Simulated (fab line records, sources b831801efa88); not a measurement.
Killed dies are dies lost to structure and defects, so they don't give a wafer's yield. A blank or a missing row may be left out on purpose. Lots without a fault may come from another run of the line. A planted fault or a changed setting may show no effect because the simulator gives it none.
One fault seen from 2 desks | flow gf180mcu | each desk has only its own numbers; what lay behind them comes last

THE TOOL OWNER'S DESK: implanter-01
The tool's own readings at GF_HV_LDD_IMPLANT_48: means of the sampled wafers that have a number, for each lot that ran on this tool. A lot is out of limits, marked OUT, if its mean lies more than 4 standard deviations from the usual mean; the brackets give that distance.
Columns: A = beam_on_s at GF_HV_LDD_IMPLANT_48, usual 10.01 s; B = faraday_current_uA at GF_HV_LDD_IMPLANT_48, usual 169
lot  | first seen here | A     | B
L864 | day 14 02:54    | 9.99  | 169
L875 | day 18 18:31    | 10.09 | 168
L876 | day 18 20:46    | 9.81  | 172
This desk's finding: nothing out of limits on any of the 3 lots.

THE METROLOGY DESK
What the gauges read, lot by lot, whatever tool the lot ran on: means of the sampled wafers that have a number. A lot is out of limits, marked OUT, if its mean lies more than 4 standard deviations from the usual mean; the brackets give that distance. Of its 10 readings 7 are shown: those that lie furthest out on some lot.
Columns: A = HV_LDD_3_TW at GF_HV_LDD_TW_MEAS_38, usual 1432; B = cd_nm at GF_HV_LDD_CD_MEAS_46, usual 399.8 nm; C = HV_LDD_4_TW at GF_HV_LDD_TW_MEAS_50, usual 571; D = HV_LDD_CVD_54_THK at GF_HV_LDD_THK_MEAS_55, usual 9.99 nm; E = HV_LDD_CVD_56_THK at GF_HV_LDD_THK_MEAS_57, usual 90.1 nm; F = cd_nm at GF_NSD_CD_MEAS_07, usual 399.8 nm; G = NSD_TW at GF_NSD_TW_MEAS_12, usual 4238
lot  | first seen here | A    | B     | C   | D     | E    | F     | G
L861 | day 12 09:29    | 1433 | 399.4 | 569 | 9.93  | 89.5 | 397.6 | 4310
L862 | day 12 20:16    | 1432 | 399.3 | 566 | 10.00 | 88.7 | 402.8 | 4329
L864 | day 13 07:58    | 1436 | 399.1 | 567 | 10.16 | 89.8 | 398.5 | 4230
L875 | day 17 19:31    | 1435 | 396.8 | 566 | 9.99  | 90.2 | 401.1 | 4193
L876 | day 17 21:49    | 1414 | 398.1 | 556 | 10.13 | 91.4 | 398.7 | 4188
L877 | day 17 22:25    | 1433 | 402.8 | 579 | 10.01 | 90.5 | 399.2 | 4309
This desk's finding: nothing out of limits on any of the 6 lots.

PUT TOGETHER
The tool owner's desk saw nothing out of limits.
The metrology desk saw nothing out of limits.

WHAT THE SIMULATOR HAD PUT IN
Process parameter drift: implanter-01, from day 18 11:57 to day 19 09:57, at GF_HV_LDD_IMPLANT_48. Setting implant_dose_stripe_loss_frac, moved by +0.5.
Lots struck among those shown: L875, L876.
